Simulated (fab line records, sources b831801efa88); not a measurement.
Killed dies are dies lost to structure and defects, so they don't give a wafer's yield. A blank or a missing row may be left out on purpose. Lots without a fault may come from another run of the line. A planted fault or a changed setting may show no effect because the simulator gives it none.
Problem report in the 8D (eight disciplines) form, filled by code | flow gf180mcu | the parts of the form that need people (team, actions taken, sign-off) are left out

1. THE PROBLEM
heater_power_total_W at GF_M4_PEB_12 reads a mean of 91.67 W on 6 wafers of 2 lots; wafers without a fault read 85.70 W with a standard deviation of 0.084. That is +71 standard deviations from the usual mean.
The step: peb time 90 s.
First seen on wafer L184.1, day 29 09:04, on litho_track-04. The record holds 18 wafers of 6 lots with a number at this step. Rule for "out", or "out of limits": more than 4 standard deviations from the usual mean. The other wafers with a number count as sound.

2. WHAT IT IS AND WHAT IT IS NOT
question                    | is                     | is not
which readings at this step | heater_power_total_W   | -
which lots                  | L184, L185             | L169, L171, L175, L187
which wafers of those lots  | all that have a number | -
read on which tools         | litho_track-04         | litho_track-01, litho_track-03
when                        | from day 29 09:04      | up to then (9 sound wafers); but 3 sound wafers of L187 came after

3. SUSPECTS, AND WHAT RULES EACH OUT
Counting: a tool at a process step up to the reading stays a suspect if it ran every lot that is out and no sound lot after the first of them.
- pvd_sputter-04 at GF_M4_SPUTTER_00 (material Ti, target thk 37.5 nm, time 150 s): ruled out as a lasting fault. Sound lots L187 ran on it after its first lot that is out, L184 (day 28 14:36).
- pvd_sputter-04 at GF_M4_SPUTTER_01 (material TiN, target thk 30 nm, time 25 s): ruled out as a lasting fault. Sound lots L187 ran on it after its first lot that is out, L184 (day 28 14:42).
- pvd_sputter-04 at GF_M4_SPUTTER_02 (material AlCu, target thk 450 nm, time 23.9 s): ruled out as a lasting fault. Sound lots L187 ran on it after its first lot that is out, L184 (day 28 14:44).
- pvd_sputter-04 at GF_M4_SPUTTER_04 (material TiN, target thk 50 nm, time 41.7 s): ruled out as a lasting fault. Sound lots L187 ran on it after its first lot that is out, L184 (day 28 14:47).
- litho_track-04 at GF_M4_PEB_12 (peb time 90 s): kept. It ran every lot that is out, first L184 (day 29 09:04), and no sound lot after that; its last sound lot up to then is L175 (day 27 06:13). Its own readings are out on those wafers: heater_power_total_W.
Left after counting: litho_track-04 at GF_M4_PEB_12.

4. THE CAUSE (what the simulator had put in)
Process parameter drift: litho_track-04, from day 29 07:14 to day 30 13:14, at GF_M4_PEB_12. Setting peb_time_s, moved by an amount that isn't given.
Counting left only this tool.

5. THE CHAIN OF EFFECTS, in route order
Each row: a reading whose mean over the struck wafers that have a number lies more than 3 standard deviations from the usual. Only readings for which the record gives a usual standard deviation are gone through. hours: the time from each lot's start at the first step in this table that gives one to its start at this step, as a median over the lots. sigmas: the change in usual standard deviations.
hours | step         | reading              | usual   | on struck wafers | change | sigmas
0     | GF_M4_PEB_12 | heater_power_total_W | 85.70 W | 91.67            | +5.97  | +71
The process steps in it:
- GF_M4_PEB_12: peb time 90 s.
Later measuring or inspecting steps at which every struck wafer that the step has a row for has a number for every such reading, and none has moved that far: GF_M4_CD_MEAS_14, GF_M4_OVL_MEAS_15.

6. WHAT WOULD HAVE CAUGHT IT SOONER
In this record the first reading out of limits was taken at day 29 09:04, 2 hours after the fault began at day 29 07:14.
